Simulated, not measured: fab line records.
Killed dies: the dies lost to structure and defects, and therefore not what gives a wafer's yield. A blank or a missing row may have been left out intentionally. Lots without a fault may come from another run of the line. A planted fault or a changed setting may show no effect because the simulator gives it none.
fab line records | flow sfq_line
record: lots: 6 wafers: 18 last_day: 78
route steps=325 shown M6@255 I6@266
lots that met no fault: from a run of the same line without faults
start_h: start of the lot's first displayed wafer, in hours after the record's first day | wait_h: time in hours since the lot's previous step | " unchanged from the row above | L1.1+2: several wafers, shown together as one row | - no value, or no start given | * or withheld: withheld | < > ~ a bound
route shown NAME@n: a module of which the file shows steps, and the number in the route of the first | usual: average and standard deviation across the fault-free wafers | same: alike in all rows | chamber/n: place in a boat | sites: per-site readings | _std_site: how widely they spread, as a standard deviation | _edge_site: inner sites' mean taken away from outer sites' mean | radius_mm: for every site, how far away it sits from the centre of the wafer | mask NAME#n: copy n | behind: tool/chamber where the wafer was last shaped | hold: the reason the lot was held/the length of the hold in hours/how it ended | device: the transistor (n, p or np) that didn't switch | end of line: tests run on the same wafers once the route is complete | a step with no rows: only its recipe | killed: not the wafer's yield, but the dies lost to structure and defects at the first sort | map: a wafer's dies, x killed, . not, _ none there
set.NAME: the setting as run; set.NAME@STEP: as run at that earlier step | model.NAME: the simulator's own value behind a step, which no gauge read
lots at some steps of the route; a table a step, a row a wafer
services: the hour from which a tool's chamber was out of use, counted from the record's first day as start_h (under 0 if before that day), plus the number of hours and why
== steps ==
step: SFQ_TRILAYER_M6_LITHO_COAT_164
recipe: resist: BARC spin_rpm: 3000 resist_thk_nm: 62
step: SFQ_TRILAYER_M6_LITHO_COAT_159
recipe: resist: KrF spin_rpm: 3000 resist_thk_nm: 600
step: SFQ_TRILAYER_M6_LITHO_SOFTBAKE_163
recipe: temp_c: withheld time_s: withheld resist: KrF
step: SFQ_TRILAYER_M6_LITHO_EXPOSE_160
recipe: mask_id: M6 na: 0.6 source_shape: conventional sigma_outer: 0.65 target_cd_nm: 500 dose_mj: 14.4
step: SFQ_TRILAYER_M6_LITHO_PEB_162
recipe: peb_temp_c: 115 peb_time_s: 60 resist: KrF
step: SFQ_TRILAYER_M6_LITHO_DEVELOP_161
recipe: time_s: 60 resist: KrF
step: SFQ_M6_OVL_MEAS_940
usual: M6_OVL: 2/7.2
columns lot.wafer tool chamber start_h wait_h M6_OVL[nm]
L999.3 overlay-02 - 1335.23 0.1 9
L999.4 " - " " 8
L999.5 " - " " 10
L108.3 overlay-02 - 1413.88 0.1 4
L108.4 " - " " -6
L108.5 " - " " -1
L113.2 overlay-01 - 1435.43 0.1 10
L113.5 " - " " 2
L113.6 " - " " 8
L114.1 overlay-01 - 1447.43 0.1 -5
L114.2 " - " " 2
L114.5 " - " " -11
L120.2 overlay-01 - 1471.43 0.1 11
L120.3 " - " " 0
L120.6 " - " " 2
L122.1 overlay-01 - 1482.23 0.1 7
L122.2 " - " " 3
L122.5 " - " " 6
step: SFQ_TRILAYER_M6_BARC_OPEN_METAL_ETCH_206
recipe: mask_material: PR chemistry: O2 target_depth_nm: 125 target: BARC icp_w: 600 bias_w: 80 pressure_mtorr: 10 time_s: 41.7
usual: drypump_motor_current_A: 6.05/0.29 oes_product_au: 0.686/0.0045
same: time_s: 41.7
columns lot.wafer tool chamber start_h wait_h drypump_motor_current_A oes_product_au rf_hours_counter_h
L999.3 rie_metal-03 1 1335.28 0.0 6.64 0.681 -
L999.4 " 0 " " 5.93 0.691 -
L999.5 " 0 " " 5.94 0.687 -
L108.3 rie_metal-01 0 1413.93 0.0 6.20 0.689 -
L108.4 " 1 " " 6.36 0.686 -
L108.5 " 0 " " 6.18 0.691 -
L113.2 rie_metal-01 0 1435.46 0.0 6.23 0.674 77
L113.5 " 1 " " 6.34 0.689 -
L113.6 " 0 " " 6.23 0.689 -
L114.1 rie_metal-02 0 1447.46 0.0 5.53 0.682 168
L114.2 " 1 " " 5.75 0.680 84
L114.5 " 1 " " 5.71 0.680 -
L120.2 rie_metal-03 0 1471.48 0.0 5.91 0.687 -
L120.3 " 0 " " 5.92 0.691 -
L120.6 " 0 " " 5.90 0.684 -
L122.1 rie_metal-02 1 1482.26 0.0 5.81 0.694 93
L122.2 " 1 " " 5.77 0.679 -
L122.5 " 1 " " 5.78 0.679 -
step: SFQ_TRILAYER_M6_ETCH_METAL_ETCH_162
recipe: target: Nb stop_on: SiO2 mask_material: PR chemistry: Cl2/Ar target_depth_nm: 240 icp_w: 600 bias_w: 80 pressure_mtorr: 10 time_s: 120
usual: drypump_motor_current_A: 6.05/0.29 oes_product_au: 0.894/0.0077
same: time_s: 120
columns lot.wafer tool chamber start_h wait_h drypump_motor_current_A oes_product_au rf_hours_counter_h
L999.3 rie_metal-03 1 1335.36 0.1 6.60 0.898 -
L999.4 " 0 " " 5.91 0.898 -
L999.5 " 0 " " 5.92 0.886 -
L108.3 rie_metal-01 0 1414.01 0.1 6.25 0.894 -
L108.4 " 1 " " 6.34 0.897 -
L108.5 " 0 " " 6.23 0.886 -
L113.2 rie_metal-01 0 1435.52 0.0 6.18 0.907 77
L113.5 " 1 " " 6.33 0.900 -
L113.6 " 0 " " 6.21 0.893 -
L114.1 rie_metal-02 0 1447.52 0.0 5.56 0.884 168
L114.2 " 1 " " 5.74 0.881 85
L114.5 " 1 " " 5.78 0.887 -
L120.2 rie_metal-03 0 1471.62 0.1 5.89 0.896 -
L120.3 " 0 " " 5.89 0.901 -
L120.6 " 0 " " 5.91 0.896 -
L122.1 rie_metal-02 1 1482.38 0.1 5.78 0.884 93
L122.2 " 1 " " 5.79 0.890 -
L122.5 " 1 " " 5.75 0.900 -
step: SFQ_TRILAYER_M6_STRIP_STRIP_163
recipe: gas: O2 power_w: 200 platen_temp_c: 40 overash_fraction: 0.65 chemistry: O2 pressure_mtorr: 50
usual: drypump_motor_current_A: 6.04/0.29 oes_product_au: 1.002/0.0091
columns lot.wafer tool chamber start_h wait_h drypump_motor_current_A oes_product_au rf_hours_counter_h
L999.3 rie_metal-03 1 1335.64 0.2 6.59 1.002 -
L999.4 " 0 " " 5.90 1.008 -
L999.5 " 0 " " 5.91 1.004 -
L108.3 rie_metal-01 0 1414.29 0.2 6.23 0.996 -
L108.4 " 1 " " 6.29 1.001 -
L108.5 " 0 " " 6.24 0.997 -
L113.2 rie_metal-01 0 1435.65 0.1 6.19 0.997 77
L113.5 " 1 " " 6.29 1.012 -
L113.6 " 0 " " 6.22 0.997 -
L114.1 rie_metal-02 0 1447.65 0.1 5.60 1.001 168
L114.2 " 1 " " 5.78 1.025 85
L114.5 " 1 " " 5.77 1.017 -
L120.2 rie_metal-03 0 1472.03 0.4 5.90 0.991 -
L120.3 " 0 " " 5.88 0.985 -
L120.6 " 0 " " 5.92 0.994 -
L122.1 rie_metal-02 1 1482.63 0.2 5.74 1.016 94
L122.2 " 1 " " 5.78 1.010 -
L122.5 " 1 " " 5.74 1.018 -
step: SFQ_TRILAYER_M6_STRIP_SOLV_CLEAN_164
recipe: chemistry: NMP temp_c: 70 time_s: 600
step: SFQ_TRILAYER_I6_DEP_PECVD_165
recipe: material: SiO2 temp_c: 150 time_s: 111.11 pressure_torr: 2.4 rf_w: 183.3 precursor: SiH4/N2O target_thk_nm: 500
usual: heater_power_outer_w: 24/8.2 heater_power_w: 73/15 rf_fwd_power_W: 182.4/0.59 showerhead_vpp_V: 828/43 throttle_valve_pct: 24.6/1.4
same: time_s: 111.11
columns lot.wafer tool chamber start_h wait_h heater_power_outer_w heater_power_w rf_fwd_power_W showerhead_vpp_V throttle_valve_pct model.SiO2_of_TRILAYER_I6_DEP_PECVD_165.thk_nm
L999.3 pecvd-01 0 1336.50 0.0 21 78 181.9 863 22.5 493.3
L999.4 " 1 " " 45 104 182.7 732 23.3 512.1
L999.5 " 1 " " 30 86 182.6 722 23.1 501.6
L108.3 pecvd-03 2 1414.87 0.0 23 71 182.7 854 26.6 491.7
L108.4 " 0 " " 25 78 182.8 798 22.8 508.1
L108.5 " 1 " " 30 87 182.5 850 25.0 505.6
L113.2 pecvd-01 1 1436.42 0.0 60 122 109.0 554 23.5 428.8
L113.5 " 2 " " 45 113 109.2 636 23.7 435.1
L113.6 " 1 " " 64 129 108.5 553 23.8 443.1
L114.1 pecvd-02 2 1448.42 0.0 17 57 182.0 856 26.1 500.8
L114.2 " 1 " " 20 66 181.6 863 26.0 483.5
L114.5 " 2 " " 20 59 182.4 841 25.8 506.8
L120.2 pecvd-01 2 1473.21 0.0 48 115 108.6 629 23.5 426.1
L120.3 " 0 " " 44 105 107.7 679 22.9 420.8
L120.6 " 1 " " 61 128 109.2 555 24.0 438
L122.1 pecvd-03 0 1484.01 0.0 27 81 182.0 781 23.0 503.2
L122.2 " 1 " " 35 90 181.6 833 25.3 492.4
L122.5 " 0 " " 28 85 183.0 803 23.0 506.7
step: SFQ_TRILAYER_I6_CMP_CMP_166
recipe: material: SiO2 down_force_psi: 3 platen_rpm: 60 pad_velocity_m_s: 0.94248
usual: motor_current_A: 10.5/1 slurry_flow_ml_min: 150.0/0.45 time_to_endpoint_s: 212/8.2
columns lot.wafer tool chamber start_h wait_h motor_current_A slurry_flow_ml_min time_to_endpoint_s
L999.4 cmp-02 0 1388.11 51.6 10.1 149.9 226
L999.3 " 1 " " 9.6 149.5 213
L999.5 " 1 1390.61 54.0 9.6 149.4 216
L108.4 cmp-01 0 1464.76 49.8 10.5 150.7 222
L108.3 " 2 1465.76 50.9 10.9 149.4 195
L108.5 " 1 1467.26 52.3 13.1 150.5 221
L113.2 cmp-01 3 1482.52 46.1 11.5 149.5 165
L113.6 " 0 " " 10.9 149.8 171
L113.5 " 1 " " 12.9 150.0 174
L114.2 cmp-02 2 1489.11 40.6 9.4 150.2 206
L114.1 " 3 " " 11.0 150.2 206
L114.5 " 1 1490.61 42.1 9.4 150.0 218
L120.2 cmp-01 0 1505.60 32.4 10.2 149.8 159
L120.3 " 1 " " 12.6 150.0 161
L120.6 " 1 1508.10 34.8 12.5 149.5 178
L122.1 cmp-01 0 1515.10 31.1 10.7 149.3 218
L122.2 " 2 1516.10 32.1 11.5 149.7 206
L122.5 " 3 " " 11.1 149.9 223
step: SFQ_I6_BOW_MEAS_941
recipe: mode: bow
usual: I6_BOW: 8/11
columns lot.wafer tool chamber start_h wait_h I6_BOW[um]
L999.3 film_metro-03 - 1391.15 2.0 9
L999.4 " - " " 22
L999.5 " - " " 10
L108.3 film_metro-04 - 1467.80 1.5 7
L108.4 " - " " 10
L108.5 " - " " 11
L113.2 film_metro-03 - 1484.04 1.0 19
L113.5 " - " " 16
L113.6 " - " " 11
L114.1 film_metro-03 - 1491.11 1.0 20
L114.2 " - " " 17
L114.5 " - " " 12
L120.2 film_metro-02 - 1508.62 2.5 1
L120.3 " - " " -12
L120.6 " - " " 2
L122.1 film_metro-04 - 1517.60 2.0 -17
L122.2 " - " " -12
L122.5 " - " " -13
== services ==
columns tool chamber start_h hours kind
cmp-02 - 1313.84 0.5 repair
pecvd-01 - 1316.75 14.0 pm
cmp-02 - 1320.09 0.9 repair
cmp-02 - 1324.72 5.0 pm
pecvd-01 2 1332.15 13.8 repair
cmp-01 - 1336.51 2.5 repair
rie_metal-02 0 1338.55 10.3 repair
cmp-02 - 1362.26 1.9 repair
rie_metal-01 0 1364.50 4.8 repair
pecvd-01 - 1374.35 1.0 repair
cmp-01 - 1378.01 3.6 repair
rie_metal-01 - 1383.73 1.4 pm
rie_metal-03 1 1388.62 155.9 repair
pecvd-01 - 1397.68 1.1 repair
cmp-01 - 1401.63 3.1 repair
cmp-01 - 1404.77 11.0 pm
cmp-01 - 1433.80 10.0 pm
cmp-02 - 1436.11 4.0 pm
rie_metal-03 - 1465.20 0.3 repair
rie_metal-02 0 1472.65 - clean
rie_metal-02 0 1472.65 - consumable_replace:focus_ring
rie_metal-02 0 1472.65 13.6 scheduled_down
pecvd-02 - 1509.79 4.3 pm
pecvd-02 - 1514.17 0.4 repair
== key ==
first_sign: step: SFQ_TRILAYER_I6_DEP_PECVD_165 reading: rf_fwd_power_W direction: down sigmas: 99+ usual: 182.4 struck: 108.7
effect: step: SFQ_TRILAYER_I6_DEP_PECVD_165 reading: showerhead_vpp_V direction: down sigmas: 5.2 usual: 828 struck: 601
effect: step: SFQ_TRILAYER_I6_CMP_CMP_166 reading: time_to_endpoint_s direction: down sigmas: 5.4 usual: * struck: *
model_effect: step: SFQ_TRILAYER_I6_DEP_PECVD_165 value: SiO2_of_TRILAYER_I6_DEP_PECVD_165.thk_nm without: 503 struck: 432
met_at SFQ_TRILAYER_I6_DEP_PECVD_165
struck_wafers L113.2,L113.5,L113.6,L120.2,L120.3,L120.6
onset_between 1336.50 1436.42
fault: kind: process_parameter_drift tool: pecvd-01 chamber: - onset_h: 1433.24 steps: SFQ_TRILAYER_I6_DEP_PECVD_165 channel: rf_w offset: -73.32 shape: step end_h: 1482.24 acts_in: these_recipes_only stated: 183.3
